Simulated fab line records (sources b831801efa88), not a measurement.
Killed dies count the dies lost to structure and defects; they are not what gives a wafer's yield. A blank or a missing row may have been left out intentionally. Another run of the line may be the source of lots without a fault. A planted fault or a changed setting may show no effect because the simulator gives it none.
fab line records | flow gf180mcu | part 1 of 2: steps 1 to 27 of 38
record: lots: 5 | wafers: 15 | lastDay: 34
route steps=602 shown DUAL_GATE@153 POLY_GATE@157 HV_LDD@176
lots that met no fault: taken from a fault-free run of the same line
startH: hours from the record's opening day to when the first of the lot's shown wafers began | waitH: how many hours have passed since the lot's step before this one | " repeats the value in the row above | L1.1+2: a row that stands for several wafers | - no value, or no start was given | * or withheld: withheld | < > ~ a bound
route shown NAME@n: NAME is a module with steps in the file, n the number in the route of the first one | usual: mean/standard deviation taken from wafers without a fault | same: alike in all rows | chamber/n: place in a boat | sites: each site's reading | _std_site: standard deviation of those values | _edge_site: outer sites' mean less inner sites' | radiusMm: how far each site lies from the wafer's centre | mask NAME#n: copy n | behind: tool/chamber where the wafer was last shaped | hold: why the lot went on hold/how many hours it stayed there/how the hold came to an end | device: whichever transistor did not switch (one of n, p or np) | end of line: at the end of the route, the tests of the same wafers | where a step has no rows: the recipe by itself | killed: at the first sort, the dies lost to defects and structure; wafer yield is something else | map: the dies of a wafer, with x for killed, . for not killed, _ for no die there
set.NAME: the setting as run; set.NAME@STEP: as run at that earlier step | model.NAME: the simulator's own value behind a step, which no gauge read
certain route steps with their lots: each step a table, each wafer a row
services: the hour from which a tool's chamber was out of use, counted from the record's first day as startH (under 0 if before that day), plus the number of hours and why
== steps ==
step: GF_DUAL_GATE_WET_ETCH_12
recipe: chemistry: dHF | targetDepthNm: 13 | dry: n2Spin | target: SiO2 | tempC: 25 | dilution: 100:1 | timeS: 260
lot.wafer  | tool        | chamber | startH | waitH
L074.1+2+6 | wetBench-04 | 1       | 176.68 | 0.0
L082.1+2+4 | wetBench-02 | 0       | 236.04 | 0.0
L081.1+4+6 | wetBench-04 | 2       | 237.29 | 0.0
L087.1+2+4 | wetBench-04 | 1       | 266.98 | 0.0
L096.2+3+6 | wetBench-02 | 2       | 329.79 | 0.0
step: GF_DUAL_GATE_STRIP_13
recipe: chemistry: O2/N2 | powerW: 1400 | pressureMtorr: 1500 | platenTempC: 250 | o2FlowSccm: 3000 | n2FlowSccm: 300 | overashFraction: 0.5
usual: drypumpMotorCurrentA: 5.7/0.58 | heaterPowerW: 305/18 | oesProductAu: 0.715/0.0049 | stripTimeToEndpointS: 12.64/0.036
lot.wafer | tool           | chamber | startH | waitH | drypumpMotorCurrentA | heaterPowerW | oesProductAu | rfHoursCounterH | stripTimeToEndpointS
L074.1    | plasmaAsher-04 | 1       | 176.76 | 0.0   | 5.2                  | 293          | 0.717        | 40              | 12.63
L074.2    | "              | 0       | "      | "     | 6.0                  | 325          | 0.723        | 40              | 12.67
L074.6    | "              | 0       | "      | "     | 6.0                  | 322          | 0.711        | -               | 12.63
L082.1    | plasmaAsher-03 | 1       | 236.12 | 0.0   | 4.9                  | 273          | 0.710        | 58              | 12.62
L082.2    | "              | 0       | "      | "     | 6.5                  | 318          | 0.721        | 58              | 12.63
L082.4    | "              | 1       | "      | "     | 4.9                  | 280          | 0.711        | -               | 12.59
L081.1    | plasmaAsher-03 | 1       | 237.38 | 0.0   | 4.9                  | 270          | 0.721        | 58              | 12.61
L081.4    | "              | 0       | "      | "     | 6.5                  | 309          | 0.707        | -               | 12.58
L081.6    | "              | 0       | "      | "     | 6.5                  | 316          | 0.714        | -               | 12.58
L087.1    | plasmaAsher-03 | 0       | 267.06 | 0.0   | 6.5                  | 311          | 0.717        | 62              | 12.66
L087.2    | "              | 1       | "      | "     | 4.9                  | 272          | 0.714        | 62              | 12.69
L087.4    | "              | 1       | "      | "     | 4.8                  | 280          | 0.721        | -               | 12.64
L096.2    | plasmaAsher-04 | 1       | 329.87 | 0.0   | 5.2                  | 303          | 0.712        | 55              | 12.63
L096.3    | "              | 0       | "      | "     | 6.0                  | 320          | 0.711        | -               | 12.64
L096.6    | "              | 0       | "      | "     | 6.0                  | 326          | 0.712        | -               | 12.63
step: GF_DUAL_GATE_CLEAN_14
recipe: chemistry: SC1/SC2 | mix: 1:4:20 | tempC: 70 | timeS: 150 | dry: n2Spin
lot.wafer  | tool        | chamber | startH | waitH
L074.1+2+6 | wetBench-02 | 1       | 176.86 | 0.1
L082.1+2+4 | wetBench-03 | 1       | 236.22 | 0.1
L081.1+4+6 | wetBench-03 | 3       | 237.48 | 0.1
L087.1+2+4 | wetBench-03 | 0       | 267.16 | 0.1
L096.2+3+6 | wetBench-04 | 1       | 329.97 | 0.1
step: GF_DUAL_GATE_OXIDATION_15
recipe: tempC: 850 | ambient: O2 | stabiliseS: 600 | purgeS: 300 | targetThkA: 70.98 | oxTimeS: 1995
lot.wafer  | tool       | chamber | startH | waitH
L074.1+2+6 | furnace-01 | 0       | 177.64 | 0.7
L082.1+2+4 | furnace-01 | 0       | 236.52 | 0.2
L081.1+4+6 | furnace-01 | 0       | 238.08 | 0.5
L087.1+2+4 | furnace-02 | 0       | 269.08 | 1.9
L096.2+3+6 | furnace-01 | 0       | 330.02 | 0.0
step: GF_POLY_GATE_CVD_00
recipe: material: poly-Si | targetThkNm: 200 | tempC: 620 | timeS: 1200 | pressureMtorr: 200
lot.wafer  | tool     | chamber | startH | waitH
L074.1+2+6 | lpcvd-02 | 1       | 179.20 | 0.0
L082.1+2+4 | lpcvd-01 | 0       | 238.08 | 0.0
L081.1+4+6 | lpcvd-02 | 1       | 239.63 | 0.0
L087.1+2+4 | lpcvd-02 | 0       | 270.63 | 0.0
L096.2+3+6 | lpcvd-01 | 1       | 331.58 | 0.0
step: GF_POLY_GATE_THK_MEAS_01
recipe: reads: poly-Si_of_POLY_GATE_CVD_00
usual: POLY_GATE_CVD_00_THK: 200.4/1.9
lot.wafer | tool         | chamber | startH | waitH | POLY_GATE_CVD_00_THK[nm]
L074.1    | filmMetro-01 | -       | 180.53 | 0.0   | 201.5
L074.2    | "            | -       | "      | "     | 202.0
L074.6    | "            | -       | "      | "     | 203.0
L082.1    | filmMetro-04 | -       | 239.41 | 0.0   | 200.7
L082.2    | "            | -       | "      | "     | 200.4
L082.4    | "            | -       | "      | "     | 199.8
L081.1    | filmMetro-03 | -       | 240.97 | 0.0   | 199.0
L081.4    | "            | -       | "      | "     | 198.1
L081.6    | "            | -       | "      | "     | 197.8
L087.1    | filmMetro-03 | -       | 271.97 | 0.0   | 201.1
L087.2    | "            | -       | "      | "     | 201.3
L087.4    | "            | -       | "      | "     | 202.7
L096.2    | filmMetro-01 | -       | 332.92 | 0.0   | 202.2
L096.3    | "            | -       | "      | "     | 202.2
L096.6    | "            | -       | "      | "     | 201.6
step: GF_POLY_GATE_DEHYDRATE_02
recipe: tempC: 200 | timeS: 60
usual: exhaustPa: 45.1/0.73
lot.wafer | tool          | chamber | startH | waitH | exhaustPa
L074.1    | lithoTrack-01 | 0       | 188.37 | 7.8   | 45.9
L074.2    | "             | 0       | "      | "     | 44.5
L074.6    | "             | 0       | "      | "     | 44.3
L082.1    | lithoTrack-01 | 0       | 247.97 | 8.6   | 44.1
L082.2    | "             | 0       | "      | "     | 44.8
L082.4    | "             | 0       | "      | "     | 44.4
L081.1    | lithoTrack-03 | 0       | 249.29 | 8.3   | 44.7
L081.4    | "             | 0       | "      | "     | 44.6
L081.6    | "             | 0       | "      | "     | 45.3
L087.1    | lithoTrack-02 | 0       | 281.29 | 9.3   | 44.6
L087.2    | "             | 0       | "      | "     | 46.1
L087.4    | "             | 0       | "      | "     | 45.2
L096.2    | lithoTrack-03 | 0       | 342.42 | 9.5   | 44.1
L096.3    | "             | 0       | "      | "     | 45.3
L096.6    | "             | 0       | "      | "     | 45.6
step: GF_POLY_GATE_HMDS_03
recipe: primeTimeS: 60 | primeTempC: 120
usual: exhaustPa: 44.9/0.96
lot.wafer | tool          | chamber | startH | waitH | exhaustPa
L074.1    | lithoTrack-01 | 0       | 188.52 | 0.1   | 44.6
L074.2    | "             | 0       | "      | "     | 43.8
L074.6    | "             | 0       | "      | "     | 44.3
L082.1    | lithoTrack-01 | 0       | 248.12 | 0.1   | 46.1
L082.2    | "             | 0       | "      | "     | 44.9
L082.4    | "             | 0       | "      | "     | 46.4
L081.1    | lithoTrack-03 | 0       | 249.44 | 0.1   | 43.8
L081.4    | "             | 0       | "      | "     | 43.4
L081.6    | "             | 0       | "      | "     | 44.5
L087.1    | lithoTrack-02 | 0       | 281.44 | 0.1   | 44.8
L087.2    | "             | 0       | "      | "     | 45.3
L087.4    | "             | 0       | "      | "     | 45.5
L096.2    | lithoTrack-03 | 0       | 342.57 | 0.1   | 45.3
L096.3    | "             | 0       | "      | "     | 44.9
L096.6    | "             | 0       | "      | "     | 45.6
step: GF_POLY_GATE_COAT_04
recipe: resist: BARC | tempC: withheld | timeS: withheld | spinRpm: withheld | resistThkNm: withheld
usual: exhaustPa: 44.8/0.87
lot.wafer | tool          | chamber | startH | waitH | exhaustPa
L074.1    | lithoTrack-01 | 0       | 188.67 | 0.1   | 45.1
L074.2    | "             | 0       | "      | "     | 46.4
L074.6    | "             | 0       | "      | "     | 45.7
L082.1    | lithoTrack-01 | 0       | 248.27 | 0.1   | 45.5
L082.2    | "             | 0       | "      | "     | 44.8
L082.4    | "             | 0       | "      | "     | 43.9
L081.1    | lithoTrack-03 | 0       | 249.59 | 0.1   | 45.0
L081.4    | "             | 0       | "      | "     | 45.4
L081.6    | "             | 0       | "      | "     | 45.5
L087.1    | lithoTrack-02 | 0       | 281.59 | 0.1   | 44.6
L087.2    | "             | 0       | "      | "     | 45.0
L087.4    | "             | 0       | "      | "     | 44.1
L096.2    | lithoTrack-03 | 0       | 342.72 | 0.1   | 46.0
L096.3    | "             | 0       | "      | "     | 44.8
L096.6    | "             | 0       | "      | "     | 45.3
step: GF_POLY_GATE_COAT_05
recipe: resist: KrF | spinRpm: withheld | resistThkNm: 691.2
usual: exhaustPa: 44.9/0.95
lot.wafer | tool          | chamber | startH | waitH | exhaustPa
L074.1    | lithoTrack-01 | 0       | -      | -     | 44.0
L074.2    | "             | 0       | "      | "     | 45.5
L074.6    | "             | 0       | "      | "     | 44.7
L082.1    | lithoTrack-01 | 0       | -      | -     | 45.2
L082.2    | "             | 0       | "      | "     | 45.7
L082.4    | "             | 0       | "      | "     | 45.4
L081.1    | lithoTrack-03 | 0       | -      | -     | 44.7
L081.4    | "             | 0       | "      | "     | 44.9
L081.6    | "             | 0       | "      | "     | 44.3
L087.1    | lithoTrack-02 | 0       | -      | -     | 45.3
L087.2    | "             | 0       | "      | "     | 44.6
L087.4    | "             | 0       | "      | "     | 45.6
L096.2    | lithoTrack-03 | 0       | -      | -     | 45.3
L096.3    | "             | 0       | "      | "     | 44.5
L096.6    | "             | 0       | "      | "     | 45.2
step: GF_POLY_GATE_SOFTBAKE_06
recipe: tempC: 130 | timeS: 60 | resist: KrF
usual: exhaustPa: 44.9/0.98
lot.wafer | tool          | chamber | startH | waitH | exhaustPa
L074.1    | lithoTrack-01 | 0       | -      | -     | 45.2
L074.2    | "             | 0       | "      | "     | 44.2
L074.6    | "             | 0       | "      | "     | 45.0
L082.1    | lithoTrack-01 | 0       | -      | -     | 44.0
L082.2    | "             | 0       | "      | "     | 44.6
L082.4    | "             | 0       | "      | "     | 45.1
L081.1    | lithoTrack-03 | 0       | -      | -     | 44.7
L081.4    | "             | 0       | "      | "     | 44.3
L081.6    | "             | 0       | "      | "     | 43.7
L087.1    | lithoTrack-02 | 0       | -      | -     | 43.6
L087.2    | "             | 0       | "      | "     | 45.9
L087.4    | "             | 0       | "      | "     | 45.2
L096.2    | lithoTrack-03 | 0       | -      | -     | 43.7
L096.3    | "             | 0       | "      | "     | 42.6
L096.6    | "             | 0       | "      | "     | 42.9
step: GF_POLY_GATE_EXPOSE_07
recipe: maskId: Poly2 | targetCdNm: 280 | na: 0.68 | sourceShape: conventional | sigmaOuter: 0.6 | doseMj: 28
lot.wafer  | tool          | chamber | startH | waitH | mask
L074.1+2+6 | krfScanner-02 | 0       | -      | -     | Poly2#0
L082.1+2+4 | krfScanner-01 | 0       | -      | -     | Poly2#0
L081.1+4+6 | krfScanner-02 | 0       | -      | -     | Poly2#0
L087.1+2+4 | krfScanner-02 | 0       | -      | -     | Poly2#0
L096.2+3+6 | krfScanner-02 | 0       | -      | -     | Poly2#0
step: GF_POLY_GATE_PEB_08
recipe: pebTempC: 135 | pebTimeS: 90 | resist: KrF
usual: exhaustPa: 45.0/1.1
same: pebTimeS: 90
lot.wafer | tool          | chamber | startH | waitH | exhaustPa
L074.1    | lithoTrack-01 | 0       | -      | -     | 44.4
L074.2    | "             | 0       | "      | "     | 45.0
L074.6    | "             | 0       | "      | "     | 42.7
L082.1    | lithoTrack-02 | 0       | -      | -     | 43.5
L082.2    | "             | 0       | "      | "     | 43.2
L082.4    | "             | 0       | "      | "     | 44.4
L081.1    | lithoTrack-03 | 0       | -      | -     | 43.5
L081.4    | "             | 0       | "      | "     | 45.1
L081.6    | "             | 0       | "      | "     | 43.1
L087.1    | lithoTrack-03 | 0       | -      | -     | 44.8
L087.2    | "             | 0       | "      | "     | 43.7
L087.4    | "             | 0       | "      | "     | 45.2
L096.2    | lithoTrack-03 | 0       | -      | -     | 45.9
L096.3    | "             | 0       | "      | "     | 46.8
L096.6    | "             | 0       | "      | "     | 45.2
step: GF_POLY_GATE_DEVELOP_09
recipe: developTimeS: 60 | resist: KrF | devTempC: 21
usual: exhaustPa: 45.2/0.77
lot.wafer | tool          | chamber | startH | waitH | exhaustPa
L074.1    | lithoTrack-01 | 0       | 197.12 | 0.2   | 45.9
L074.2    | "             | 0       | "      | "     | 45.3
L074.6    | "             | 0       | "      | "     | 45.7
L082.1    | lithoTrack-02 | 0       | 257.69 | 0.2   | 44.7
L082.2    | "             | 0       | "      | "     | 45.4
L082.4    | "             | 0       | "      | "     | 45.2
L081.1    | lithoTrack-03 | 0       | 258.94 | 0.2   | 45.0
L081.4    | "             | 0       | "      | "     | 45.5
L081.6    | "             | 0       | "      | "     | 44.4
L087.1    | lithoTrack-03 | 0       | 291.49 | 0.2   | 44.8
L087.2    | "             | 0       | "      | "     | 44.6
L087.4    | "             | 0       | "      | "     | 44.8
L096.2    | lithoTrack-03 | 0       | 353.62 | 0.2   | 44.6
L096.3    | "             | 0       | "      | "     | 45.7
L096.6    | "             | 0       | "      | "     | 45.4
step: GF_POLY_GATE_CD_MEAS_10
recipe: targetCdNm: 280
usual: cdNm: 280.2/1.2
lot.wafer | tool     | chamber | startH | waitH | cdNm
L074.1    | cdSem-02 | -       | 197.27 | 0.1   | 280.2
L074.2    | "        | -       | "      | "     | 279.5
L074.6    | "        | -       | "      | "     | 279.7
L082.1    | cdSem-01 | -       | 257.84 | 0.1   | 282.3
L082.2    | "        | -       | "      | "     | 282.9
L082.4    | "        | -       | "      | "     | 282.0
L081.1    | cdSem-01 | -       | 259.09 | 0.1   | 282.5
L081.4    | "        | -       | "      | "     | 281.7
L081.6    | "        | -       | "      | "     | 282.4
L087.1    | cdSem-01 | -       | 291.64 | 0.1   | 279.0
L087.2    | "        | -       | "      | "     | 279.5
L087.4    | "        | -       | "      | "     | 279.9
L096.2    | cdSem-02 | -       | 353.76 | 0.1   | 280.0
L096.3    | "        | -       | "      | "     | 279.9
L096.6    | "        | -       | "      | "     | 281.6
step: GF_POLY_GATE_OVL_MEAS_11
usual: POLY_GATE_OVL: -4/5.5
lot.wafer | tool       | chamber | startH | waitH | POLY_GATE_OVL[nm]
L074.1    | overlay-02 | -       | 197.39 | 0.1   | -13
L074.2    | "          | -       | "      | "     | -5
L074.6    | "          | -       | "      | "     | -6
L082.1    | overlay-02 | -       | 257.96 | 0.1   | 9
L082.2    | "          | -       | "      | "     | -1
L082.4    | "          | -       | "      | "     | 4
L081.1    | overlay-02 | -       | 259.21 | 0.1   | -9
L081.4    | "          | -       | "      | "     | -1
L081.6    | "          | -       | "      | "     | 0
L087.1    | overlay-01 | -       | 291.76 | 0.1   | -10
L087.2    | "          | -       | "      | "     | -8
L087.4    | "          | -       | "      | "     | -9
L096.2    | overlay-02 | -       | 353.87 | 0.1   | -4
L096.3    | "          | -       | "      | "     | -4
L096.6    | "          | -       | "      | "     | -3
step: GF_POLY_GATE_ETCH_12
recipe: chemistry: N2/H2 | targetDepthA: withheld | overetchA: withheld | timeS: withheld | target: BARC | ionEnergyEv: 200 | sourceW: 500 | biasW: 100 | pressureMtorr: 30 | n2FlowSccm: 100 | h2FlowSccm: 200
usual: drypumpMotorCurrentA: 5.8/0.38 | oesProductAu: 0.736/0.005 | throttleValvePct: 13.215/0.0099
lot.wafer | tool       | chamber | startH | waitH | drypumpMotorCurrentA | oesProductAu | throttleValvePct
L074.1    | rieDiel-04 | 1       | 197.43 | 0.0   | 6.2                  | 0.737        | 13.218
L074.2    | "          | 2       | "      | "     | 5.7                  | 0.734        | 13.227
L074.6    | "          | 2       | "      | "     | 5.7                  | 0.738        | 13.231
L082.1    | rieDiel-01 | 0       | 258.00 | 0.0   | 6.6                  | 0.740        | 13.216
L082.2    | "          | 1       | "      | "     | 5.2                  | 0.733        | 13.214
L082.4    | "          | 2       | "      | "     | 5.4                  | 0.731        | 13.220
L081.1    | rieDiel-04 | 1       | 259.25 | 0.0   | 6.2                  | 0.742        | 13.202
L081.4    | "          | 0       | "      | "     | 5.9                  | 0.735        | 13.212
L081.6    | "          | 2       | "      | "     | 5.7                  | 0.734        | 13.207
L087.1    | rieDiel-01 | 3       | 291.80 | 0.0   | 5.3                  | 0.739        | 13.199
L087.2    | "          | 2       | "      | "     | 5.3                  | 0.735        | 13.214
L087.4    | "          | 1       | "      | "     | 5.2                  | 0.737        | 13.199
L096.2    | rieDiel-04 | 0       | 353.90 | 0.0   | 5.9                  | 0.726        | 13.224
L096.3    | "          | 2       | "      | "     | 5.7                  | 0.741        | 13.228
L096.6    | "          | 3       | "      | "     | 5.9                  | 0.746        | 13.206
step: GF_POLY_GATE_ETCH_13
recipe: target: poly-Si | targetDepthNm: 198.5 | stopOn: SiO2 | overEtchFrac: 0.403 | chemistry: HBr/Cl2 | icpW: 400 | biasW: 100 | pressureMtorr: 10 | HBr_flow_sccm: 150 | Cl2_flow_sccm: 50 | timeS: 69.6
usual: HBr_flow_sccm: 150.1/0.42 | drypumpMotorCurrentA: 5.5/0.62 | oesProductAu: 0.991/0.011 | throttleValvePct: 33.683/0.0097
lot.wafer | tool     | chamber | startH | waitH | HBr_flow_sccm | drypumpMotorCurrentA | oesProductAu | rfHoursCounterH | throttleValvePct
L074.1    | rieSi-01 | 1       | 197.48 | -     | 150.3         | 4.6                  | 0.976        | 69              | 33.685
L074.2    | "        | 0       | "      | "     | 149.7         | 6.5                  | 0.989        | 2               | 33.677
L074.6    | "        | 3       | "      | "     | 149.6         | 5.6                  | 1.001        | -               | 33.689
L082.1    | rieSi-02 | 2       | 258.05 | -     | 149.6         | 6.4                  | 0.990        | 6               | 33.680
L082.2    | "        | 0       | "      | "     | 150.1         | 5.3                  | 0.978        | 32              | 33.693
L082.4    | "        | 1       | "      | "     | 150.2         | 4.9                  | 1.012        | -               | 33.680
L081.1    | rieSi-01 | 2       | 259.30 | -     | 150.0         | 5.5                  | 0.991        | 20              | 33.696
L081.4    | "        | 3       | "      | "     | 150.4         | 5.6                  | 0.991        | 92              | 33.693
L081.6    | "        | 3       | "      | "     | 149.7         | 5.6                  | 0.993        | -               | 33.668
L087.1    | rieSi-02 | 1       | 291.85 | -     | 150.7         | 4.9                  | 1.006        | 71              | 33.687
L087.2    | "        | 2       | "      | "     | 149.9         | 6.4                  | 0.987        | 6               | 33.706
L087.4    | "        | 0       | "      | "     | 150.0         | 5.3                  | 0.989        | 32              | 33.698
L096.2    | rieSi-01 | 1       | 353.95 | -     | 149.7         | 4.6                  | 0.974        | 71              | 33.682
L096.3    | "        | 2       | "      | "     | 151.1         | 5.5                  | 0.998        | 21              | 33.682
L096.6    | "        | 2       | "      | "     | 150.1         | 5.5                  | 0.983        | -               | 33.677
step: GF_POLY_GATE_STRIP_14
recipe: chemistry: O2/N2 | powerW: 1400 | pressureMtorr: 1500 | platenTempC: 250 | o2FlowSccm: 3000 | n2FlowSccm: 300 | overashFraction: 0.5
usual: drypumpMotorCurrentA: 5.7/0.55 | heaterPowerW: 312/21 | oesProductAu: 0.500/0.0044
lot.wafer | tool           | chamber | startH | waitH | drypumpMotorCurrentA | heaterPowerW | oesProductAu | rfHoursCounterH
L074.1    | plasmaAsher-01 | 0       | 197.54 | 0.0   | 6.0                  | 329          | 0.504        | 9
L074.2    | "              | 1       | "      | "     | 5.5                  | 341          | 0.501        | 9
L074.6    | "              | 0       | "      | "     | 6.0                  | 330          | 0.500        | -
L082.1    | plasmaAsher-03 | 1       | 258.10 | 0.0   | 4.8                  | 277          | 0.496        | 61
L082.2    | "              | 0       | "      | "     | 6.5                  | 312          | 0.503        | 61
L082.4    | "              | 1       | "      | "     | 4.8                  | 279          | 0.500        | -
L081.1    | plasmaAsher-03 | 1       | 259.36 | 0.0   | 4.9                  | 272          | 0.502        | 61
L081.4    | "              | 1       | "      | "     | 4.9                  | 277          | 0.501        | -
L081.6    | "              | 0       | "      | "     | 6.5                  | 318          | 0.501        | -
L087.1    | plasmaAsher-03 | 0       | 291.90 | 0.0   | 6.5                  | 310          | 0.499        | 64
L087.2    | "              | 1       | "      | "     | 4.9                  | 276          | 0.503        | 64
L087.4    | "              | 1       | "      | "     | 4.9                  | 279          | 0.503        | -
L096.2    | plasmaAsher-04 | 1       | 354.00 | 0.0   | 5.2                  | 301          | 0.500        | 58
L096.3    | "              | 1       | "      | "     | 5.2                  | 301          | 0.491        | -
L096.6    | "              | 1       | "      | "     | 5.2                  | 302          | 0.511        | -
step: GF_POLY_GATE_CLEAN_15
recipe: chemistry: SC1/SC2 | mix: 1:4:20 | tempC: 70 | timeS: 150 | dry: n2Spin
lot.wafer  | tool        | chamber | startH | waitH
L074.1+2+6 | wetBench-01 | 3       | 197.64 | 0.1
L082.1+2+4 | wetBench-04 | 3       | 258.20 | 0.1
L081.1+4+6 | wetBench-01 | 1       | 259.46 | 0.1
L087.1+2+4 | wetBench-04 | 0       | 292.00 | 0.1
L096.2+3+6 | wetBench-04 | 3       | 354.10 | 0.1
step: GF_POLY_GATE_OXIDATION_16
recipe: tempC: 850 | ambient: O2 | stabiliseS: 600 | purgeS: 300 | targetThkA: 40 | oxTimeS: 899
lot.wafer  | tool       | chamber | startH | waitH
L074.1+2+6 | furnace-02 | 0       | 198.01 | 0.3
L082.1+2+4 | furnace-01 | 0       | 258.37 | 0.1
L081.1+4+6 | furnace-01 | 0       | 259.62 | 0.1
L087.1+2+4 | furnace-02 | 0       | 292.05 | 0.0
L096.2+3+6 | furnace-01 | 0       | 358.85 | 4.7
step: GF_POLY_GATE_THK_MEAS_17
recipe: reads: SiO2_of_POLY_GATE_OXIDATION_16
usual: POLY_GATE_OXIDATION_THK: 4.04/0.07
lot.wafer | tool         | chamber | startH | waitH | POLY_GATE_OXIDATION_THK[nm]
L074.1    | filmMetro-04 | -       | 199.26 | 0.0   | 4.07
L074.2    | "            | -       | "      | "     | 4.01
L074.6    | "            | -       | "      | "     | 4.01
L082.1    | filmMetro-03 | -       | 259.62 | 0.0   | 4.02
L082.2    | "            | -       | "      | "     | 4.04
L082.4    | "            | -       | "      | "     | 4.04
L081.1    | filmMetro-01 | -       | 260.87 | 0.0   | 4.01
L081.4    | "            | -       | "      | "     | 4.02
L081.6    | "            | -       | "      | "     | 3.96
L087.1    | filmMetro-03 | -       | 293.30 | 0.0   | 4.07
L087.2    | "            | -       | "      | "     | 4.02
L087.4    | "            | -       | "      | "     | 4.03
L096.2    | filmMetro-01 | -       | 360.18 | 0.1   | 3.98
L096.3    | "            | -       | "      | "     | 4.07
L096.6    | "            | -       | "      | "     | 4.08
step: GF_POLY_GATE_CD_MEAS_18
usual: cdNm: 280.3/2.2
lot.wafer | tool     | chamber | startH | waitH | cdNm
L074.1    | cdSem-02 | -       | 199.32 | 0.1   | 280.6
L074.2    | "        | -       | "      | "     | 280.3
L074.6    | "        | -       | "      | "     | 277.5
L082.1    | cdSem-01 | -       | 259.68 | 0.1   | 279.5
L082.2    | "        | -       | "      | "     | 281.7
L082.4    | "        | -       | "      | "     | 283.8
L081.1    | cdSem-02 | -       | 260.93 | 0.1   | 281.8
L081.4    | "        | -       | "      | "     | 280.8
L081.6    | "        | -       | "      | "     | 280.1
L087.1    | cdSem-01 | -       | 293.36 | 0.1   | 280.1
L087.2    | "        | -       | "      | "     | 279.1
L087.4    | "        | -       | "      | "     | 279.2
L096.2    | cdSem-02 | -       | 360.26 | 0.1   | 281.1
L096.3    | "        | -       | "      | "     | 280.8
L096.6    | "        | -       | "      | "     | 282.9
step: GF_HV_LDD_DEHYDRATE_00
recipe: tempC: 200 | timeS: 60
usual: exhaustPa: 44.9/0.99
lot.wafer | tool          | chamber | startH | waitH | exhaustPa
L074.1    | lithoTrack-01 | 0       | 207.47 | 8.1   | 47.3
L074.2    | "             | 0       | "      | "     | 47.3
L074.6    | "             | 0       | "      | "     | 47.0
L082.1    | lithoTrack-04 | 0       | 268.76 | 9.0   | 44.5
L082.2    | "             | 0       | "      | "     | 43.7
L082.4    | "             | 0       | "      | "     | 45.0
L081.1    | lithoTrack-03 | 0       | 269.94 | 9.0   | 45.7
L081.4    | "             | 0       | "      | "     | 45.2
L081.6    | "             | 0       | "      | "     | 45.1
L087.1    | lithoTrack-04 | 0       | 302.26 | 8.9   | 47.2
L087.2    | "             | 0       | "      | "     | 46.5
L087.4    | "             | 0       | "      | "     | 45.9
L096.2    | lithoTrack-03 | 0       | 370.32 | 10.0  | 44.7
L096.3    | "             | 0       | "      | "     | 45.7
L096.6    | "             | 0       | "      | "     | 44.8
step: GF_HV_LDD_HMDS_01
recipe: primeTimeS: 60 | primeTempC: 119.1
usual: exhaustPa: 45.2/0.82
lot.wafer | tool          | chamber | startH | waitH | exhaustPa
L074.1    | lithoTrack-01 | 0       | 207.62 | 0.1   | 43.7
L074.2    | "             | 0       | "      | "     | 45.2
L074.6    | "             | 0       | "      | "     | 44.9
L082.1    | lithoTrack-04 | 0       | 268.91 | 0.1   | 45.0
L082.2    | "             | 0       | "      | "     | 46.1
L082.4    | "             | 0       | "      | "     | 44.0
L081.1    | lithoTrack-03 | 0       | 270.09 | 0.1   | 45.8
L081.4    | "             | 0       | "      | "     | 45.4
L081.6    | "             | 0       | "      | "     | 45.6
L087.1    | lithoTrack-04 | 0       | 302.41 | 0.1   | 43.9
L087.2    | "             | 0       | "      | "     | 44.1
L087.4    | "             | 0       | "      | "     | 43.5
L096.2    | lithoTrack-03 | 0       | 370.47 | 0.1   | 44.8
L096.3    | "             | 0       | "      | "     | 45.2
L096.6    | "             | 0       | "      | "     | 44.8
step: GF_HV_LDD_COAT_02
recipe: resist: NOVOLAK | spinRpm: 3000 | resistThkNm: 1000
usual: exhaustPa: 44.9/0.95
lot.wafer | tool          | chamber | startH | waitH | exhaustPa
L074.1    | lithoTrack-01 | 0       | 207.77 | 0.1   | 45.4
L074.2    | "             | 0       | "      | "     | 43.4
L074.6    | "             | 0       | "      | "     | 44.2
L082.1    | lithoTrack-04 | 0       | 269.06 | 0.1   | 46.0
L082.2    | "             | 0       | "      | "     | 46.3
L082.4    | "             | 0       | "      | "     | 45.7
L081.1    | lithoTrack-03 | 0       | 270.24 | 0.1   | 44.0
L081.4    | "             | 0       | "      | "     | 44.4
L081.6    | "             | 0       | "      | "     | 43.2
L087.1    | lithoTrack-04 | 0       | 302.56 | 0.1   | 45.7
L087.2    | "             | 0       | "      | "     | 45.0
L087.4    | "             | 0       | "      | "     | 45.3
L096.2    | lithoTrack-03 | 0       | 370.62 | 0.1   | 46.6
L096.3    | "             | 0       | "      | "     | 45.4
L096.6    | "             | 0       | "      | "     | 45.0
step: GF_HV_LDD_SOFTBAKE_03
recipe: tempC: 90 | timeS: 60 | resist: NOVOLAK
usual: exhaustPa: 44.7/0.94
lot.wafer | tool          | chamber | startH | waitH | exhaustPa
L074.1    | lithoTrack-01 | 0       | 207.92 | 0.1   | 44.8
L074.2    | "             | 0       | "      | "     | 45.0
L074.6    | "             | 0       | "      | "     | 44.8
L082.1    | lithoTrack-04 | 0       | 269.21 | 0.1   | 43.9
L082.2    | "             | 0       | "      | "     | 44.8
L082.4    | "             | 0       | "      | "     | 45.1
L081.1    | lithoTrack-03 | 0       | 270.39 | 0.1   | 44.1
L081.4    | "             | 0       | "      | "     | 45.2
L081.6    | "             | 0       | "      | "     | 44.2
L087.1    | lithoTrack-04 | 0       | 302.71 | 0.1   | 45.5
L087.2    | "             | 0       | "      | "     | 45.3
L087.4    | "             | 0       | "      | "     | 45.0
L096.2    | lithoTrack-03 | 0       | 370.77 | 0.1   | 44.9
L096.3    | "             | 0       | "      | "     | 45.0
L096.6    | "             | 0       | "      | "     | 45.9
